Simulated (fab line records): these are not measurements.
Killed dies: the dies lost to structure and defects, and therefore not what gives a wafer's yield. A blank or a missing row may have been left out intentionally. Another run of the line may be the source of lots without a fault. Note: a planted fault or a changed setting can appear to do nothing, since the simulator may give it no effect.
fab line records -- flow sky130 -- part 2 of 2: steps 31 to 39 of 39
record lots=5, wafers=15, lastDay=50
route steps=708 shown METAL3@567 VIA3@573 METAL4@598 CAP2M@603
lots that met no fault: from a run of the same line without faults
startH: the number of hours between the record's first day and the start of the first shown wafer of the lot -- waitH: hours elapsed since this lot's preceding step -- " same as the row above -- L1.1+2: a single row standing in for several wafers -- - value missing, or start not given -- * or withheld: withheld -- < > ~ a bound
route shown NAME@n: NAME is a module with steps in the file, n the number in the route of the first one -- usual: the fault-free wafers' mean and standard deviation -- same: alike in all rows -- chamber/n: place in a boat -- sites: per-site readings -- _std_site: standard deviation across them -- _edge_site: inner sites' mean taken away from outer sites' mean -- radiusMm: for every site, how far away it sits from the centre of the wafer -- mask NAME#n: copy n -- behind: tool/chamber where the wafer was last shaped -- hold: the reason the lot was held/the length of the hold in hours/how it ended -- device: names the non-switching transistor (n, p or np) -- end of line: the route-end tests of the same wafers -- step lacking rows: just its recipe -- killed: at the first sort, the dies lost to defects and structure; wafer yield is something else -- map: dies across one wafer; x = killed, . = not, _ = none there
set.NAME: the setting as run; set.NAME@STEP: as run at that earlier step -- model.NAME: the simulator's own value behind a step, which no gauge read
lots seen at some steps along the route; tables by step, rows by wafer
services: the hour from which a tool's chamber was out of use, counted from the record's first day as startH (under 0 if before that day), plus the number of hours and why
## steps
# step SKY_VIA3_CMP_24
# recipe stopOn=SiO2, tOverpolishS=20, downForcePsi=3.5, platenRpm=58.83, targetThkNm=0, padVelocityMS=0.94248
# usual motorCurrentA=10.6/1, overpolishRunS=20.001/0.0085, platenRpm=58.83/0.037, slurryFlowMlMin=150.0/0.5, timeToEndpointS=94/3.4
lot.wafer,tool,chamber,startH,waitH,motorCurrentA,overpolishRunS,platenRpm,slurryFlowMlMin,timeToEndpointS
L077.3,cmp-02,2,948.95,0.2,11.0,20.005,58.78,149.5,95
L077.2,cmp-02,3,948.95,0.2,11.0,19.983,58.76,149.1,96
L077.6,cmp-02,2,948.95,0.2,11.9,20.006,58.86,149.8,99
L079.3,cmp-02,1,973.00,0.1,10.6,19.995,58.84,150.2,95
L079.4,cmp-02,2,973.00,0.1,11.1,20.014,58.86,150.1,97
L079.6,cmp-02,0,973.00,0.1,9.7,19.988,58.86,149.8,90
L082.4,cmp-02,0,985.18,0.0,9.5,20.002,58.85,150.3,93
L082.2,cmp-02,2,985.18,0.0,11.4,20.009,58.82,150.6,96
L082.1,cmp-02,3,985.18,0.0,10.9,19.993,58.80,149.5,96
L092.1,cmp-02,3,1055.02,0.1,10.5,19.986,58.85,150.0,97
L092.4,cmp-02,0,1055.02,0.1,9.7,20.013,58.89,149.0,92
L092.6,cmp-02,1,1055.02,0.1,10.4,19.999,58.82,149.6,92
L097.3,cmp-02,2,1082.84,0.1,11.9,20.002,58.89,151.3,95
L097.4,cmp-02,3,1082.84,0.1,10.5,20.000,58.83,151.2,94
L097.5,cmp-02,1,1082.84,0.1,9.7,19.983,58.78,149.9,93
# step SKY_METAL4_SPUTTER_00
# recipe material=Ti, targetThkNm=15, powerW=3000, timeS=10, chamberPressurePa=0.4
# usual throttleValvePct=30.7/0.8
lot.wafer,tool,chamber,startH,waitH,throttleValvePct
L077.2,pvdSputter-01,-,949.25,0.2,31.1
L077.3,pvdSputter-01,-,949.25,0.2,30.6
L077.6,pvdSputter-01,-,949.25,0.2,30.9
L079.3,pvdSputter-03,-,973.20,0.1,30.4
L079.4,pvdSputter-03,-,973.20,0.1,29.6
L079.6,pvdSputter-03,-,973.20,0.1,30.6
L082.1,pvdSputter-03,-,985.48,0.1,29.4
L082.2,pvdSputter-03,-,985.48,0.1,30.2
L082.4,pvdSputter-03,-,985.48,0.1,29.8
L092.1,pvdSputter-04,-,1055.22,0.1,29.4
L092.4,pvdSputter-04,-,1055.22,0.1,31.2
L092.6,pvdSputter-04,-,1055.22,0.1,31.2
L097.3,pvdSputter-03,-,1083.09,0.2,30.5
L097.4,pvdSputter-03,-,1083.09,0.2,30.3
L097.5,pvdSputter-03,-,1083.09,0.2,29.9
# step SKY_METAL4_SPUTTER_01
# recipe material=TiN, targetThkNm=20, powerW=6500, timeS=16.7, chamberPressurePa=0.4
# usual throttleValvePct=30.7/0.81
lot.wafer,tool,chamber,startH,waitH,throttleValvePct
L077.2,pvdSputter-01,-,949.27,0.0,31.1
L077.3,pvdSputter-01,-,949.27,0.0,30.6
L077.6,pvdSputter-01,-,949.27,0.0,31.3
L079.3,pvdSputter-03,-,973.22,0.0,30.3
L079.4,pvdSputter-03,-,973.22,0.0,29.4
L079.6,pvdSputter-03,-,973.22,0.0,30.2
L082.1,pvdSputter-03,-,985.50,0.0,29.3
L082.2,pvdSputter-03,-,985.50,0.0,30.2
L082.4,pvdSputter-03,-,985.50,0.0,29.8
L092.1,pvdSputter-04,-,1055.24,0.0,29.5
L092.4,pvdSputter-04,-,1055.24,0.0,31.3
L092.6,pvdSputter-04,-,1055.24,0.0,31.6
L097.3,pvdSputter-03,-,1083.11,0.0,30.5
L097.4,pvdSputter-03,-,1083.11,0.0,30.1
L097.5,pvdSputter-03,-,1083.11,0.0,30.1
# step SKY_METAL4_SPUTTER_02
# recipe material=AlCu, targetThkNm=735, powerW=10600, timeS=39.1, chamberPressurePa=0.4
# usual throttleValvePct=30.7/0.8
lot.wafer,tool,chamber,startH,waitH,throttleValvePct
L077.2,pvdSputter-01,-,949.29,0.0,31.1
L077.3,pvdSputter-01,-,949.29,0.0,30.7
L077.6,pvdSputter-01,-,949.29,0.0,31.3
L079.3,pvdSputter-03,-,973.24,0.0,30.3
L079.4,pvdSputter-03,-,973.24,0.0,29.3
L079.6,pvdSputter-03,-,973.24,0.0,30.7
L082.1,pvdSputter-03,-,985.53,0.0,29.4
L082.2,pvdSputter-03,-,985.53,0.0,29.8
L082.4,pvdSputter-03,-,985.53,0.0,29.9
L092.1,pvdSputter-04,-,1055.27,0.0,29.9
L092.4,pvdSputter-04,-,1055.27,0.0,31.0
L092.6,pvdSputter-04,-,1055.27,0.0,31.8
L097.3,pvdSputter-03,-,1083.14,0.0,30.4
L097.4,pvdSputter-03,-,1083.14,0.0,30.0
L097.5,pvdSputter-03,-,1083.14,0.0,30.2
# step SKY_METAL4_SPUTTER_03
# recipe material=Ti, targetThkNm=5, powerW=3000, timeS=3.3, chamberPressurePa=0.4
# usual throttleValvePct=30.7/0.78
lot.wafer,tool,chamber,startH,waitH,throttleValvePct
L077.2,pvdSputter-01,-,949.33,0.0,31.2
L077.3,pvdSputter-01,-,949.33,0.0,30.4
L077.6,pvdSputter-01,-,949.33,0.0,31.2
L079.3,pvdSputter-03,-,973.28,0.0,30.1
L079.4,pvdSputter-03,-,973.28,0.0,29.4
L079.6,pvdSputter-03,-,973.28,0.0,30.3
L082.1,pvdSputter-03,-,985.57,0.0,29.0
L082.2,pvdSputter-03,-,985.57,0.0,30.1
L082.4,pvdSputter-03,-,985.57,0.0,30.0
L092.1,pvdSputter-04,-,1055.31,0.0,29.7
L092.4,pvdSputter-04,-,1055.31,0.0,31.2
L092.6,pvdSputter-04,-,1055.31,0.0,31.3
L097.3,pvdSputter-03,-,1083.18,0.0,30.4
L097.4,pvdSputter-03,-,1083.18,0.0,30.2
L097.5,pvdSputter-03,-,1083.18,0.0,29.8
# step SKY_METAL4_SPUTTER_04
# recipe material=TiN, targetThkNm=70, powerW=6500, timeS=58.3, chamberPressurePa=0.4
# usual throttleValvePct=30.7/0.8
lot.wafer,tool,chamber,startH,waitH,throttleValvePct
L077.2,pvdSputter-01,-,949.35,0.0,31.3
L077.3,pvdSputter-01,-,949.35,0.0,30.8
L077.6,pvdSputter-01,-,949.35,0.0,31.0
L079.3,pvdSputter-03,-,973.30,0.0,30.3
L079.4,pvdSputter-03,-,973.30,0.0,29.2
L079.6,pvdSputter-03,-,973.30,0.0,30.3
L082.1,pvdSputter-03,-,985.59,0.0,29.1
L082.2,pvdSputter-03,-,985.59,0.0,29.9
L082.4,pvdSputter-03,-,985.59,0.0,30.1
L092.1,pvdSputter-04,-,1055.32,0.0,29.6
L092.4,pvdSputter-04,-,1055.32,0.0,31.2
L092.6,pvdSputter-04,-,1055.32,0.0,31.6
L097.3,pvdSputter-03,-,1083.20,0.0,30.6
L097.4,pvdSputter-03,-,1083.20,0.0,29.7
L097.5,pvdSputter-03,-,1083.20,0.0,30.1
# step SKY_CAP2M_CVD_00
# recipe material=SiO2, targetThkNm=15.5, tempC=400, timeS=withheld, rfW=450
# usual heaterPowerW=688/95
lot.wafer,tool,chamber,startH,waitH,heaterPowerW
L077.2,pecvd-04,2,949.40,0.0,564
L077.3,pecvd-04,1,949.40,0.0,757
L077.6,pecvd-04,2,949.40,0.0,557
L079.3,pecvd-01,0,973.35,0.0,630
L079.4,pecvd-01,0,973.35,0.0,629
L079.6,pecvd-01,1,973.35,0.0,503
L082.1,pecvd-01,1,985.63,0.0,475
L082.2,pecvd-01,0,985.63,0.0,738
L082.4,pecvd-01,2,985.63,0.0,816
L092.1,pecvd-02,2,1055.37,0.0,737
L092.4,pecvd-02,2,1055.37,0.0,731
L092.6,pecvd-02,1,1055.37,0.0,771
L097.3,pecvd-02,2,1083.24,0.0,751
L097.4,pecvd-02,1,1083.24,0.0,766
L097.5,pecvd-02,2,1083.24,0.0,766
# step SKY_CAP2M_THK_MEAS_01
# recipe reads=SiO2_of_CAP2M_CVD_00
# usual CAP2M_CVD_00_THK=15.46/0.24
lot.wafer,tool,chamber,startH,waitH,CAP2M_CVD_00_THK[nm]
L077.2,filmMetro-01,-,949.43,-,15.17
L077.3,filmMetro-01,-,949.43,-,15.32
L077.6,filmMetro-01,-,949.43,-,15.56
L079.3,filmMetro-02,-,973.39,-,15.80
L079.4,filmMetro-02,-,973.39,-,15.81
L079.6,filmMetro-02,-,973.39,-,15.85
L082.1,filmMetro-02,-,985.66,-,15.46
L082.2,filmMetro-02,-,985.66,-,15.77
L082.4,filmMetro-02,-,985.66,-,15.81
L092.1,filmMetro-01,-,1055.40,-,15.50
L092.4,filmMetro-01,-,1055.40,-,15.54
L092.6,filmMetro-01,-,1055.40,-,15.74
L097.3,filmMetro-04,-,1083.29,-,15.35
L097.4,filmMetro-04,-,1083.29,-,15.44
L097.5,filmMetro-04,-,1083.29,-,15.40
# step SKY_CAP2M_SPUTTER_02
# recipe material=TiN, targetThkNm=200, tempC=300, powerW=6500, timeS=166.7, chamberPressurePa=0.4
# usual throttleValvePct=29.9/1.2
lot.wafer,tool,chamber,startH,waitH,throttleValvePct
L077.2,pvdSputter-03,-,949.48,0.0,29.4
L077.3,pvdSputter-03,-,949.48,0.0,30.3
L077.6,pvdSputter-03,-,949.48,0.0,30.5
L079.3,pvdSputter-01,-,973.43,0.0,30.5
L079.4,pvdSputter-01,-,973.43,0.0,30.9
L079.6,pvdSputter-01,-,973.43,0.0,30.9
L082.1,pvdSputter-01,-,985.72,0.1,31.9
L082.2,pvdSputter-01,-,985.72,0.1,30.7
L082.4,pvdSputter-01,-,985.72,0.1,31.1
L092.1,pvdSputter-02,-,1055.46,0.1,29.5
L092.4,pvdSputter-02,-,1055.46,0.1,26.9
L092.6,pvdSputter-02,-,1055.46,0.1,29.6
L097.3,pvdSputter-02,-,1083.33,0.0,26.8
L097.4,pvdSputter-02,-,1083.33,0.0,29.4
L097.5,pvdSputter-02,-,1083.33,0.0,30.3
## services
tool,chamber,startH,hours,kind
pvdSputter-04,-,902.64,3.2,repair
plasmaAsher-03,-,908.74,1.4,repair
pvdSputter-01,-,908.89,2.0,repair
krfScanner-02,-,912.55,4.6,repair
wetBench-04,-,917.00,0.7,repair
krfScanner-02,-,917.20,0.8,pm
krfScanner-02,-,928.68,9.4,repair
cmp-02,-,931.77,1.3,repair
krfScanner-02,-,938.07,1.0,pm
cmp-02,-,954.67,0.9,repair
krfScanner-02,-,966.20,0.5,repair
rieDiel-02,1,1001.42,42.4,repair
rieDiel-02,-,1003.77,1.2,repair
cmp-02,-,1004.01,5.1,pm
wetBench-03,-,1017.35,10.9,repair
cmp-02,-,1028.41,0.8,repair
pvdSputter-04,-,1035.10,1.0,repair
krfScanner-02,-,1038.43,1.3,pm
krfScanner-02,-,1039.86,0.8,repair
rieDiel-02,-,1051.97,0.4,repair
rieDiel-01,-,1060.41,2.8,pm
plasmaAsher-03,-,1077.47,3.0,repair
wetBench-04,-,1078.18,3.5,repair
rieDiel-02,2,1079.30,2.5,repair
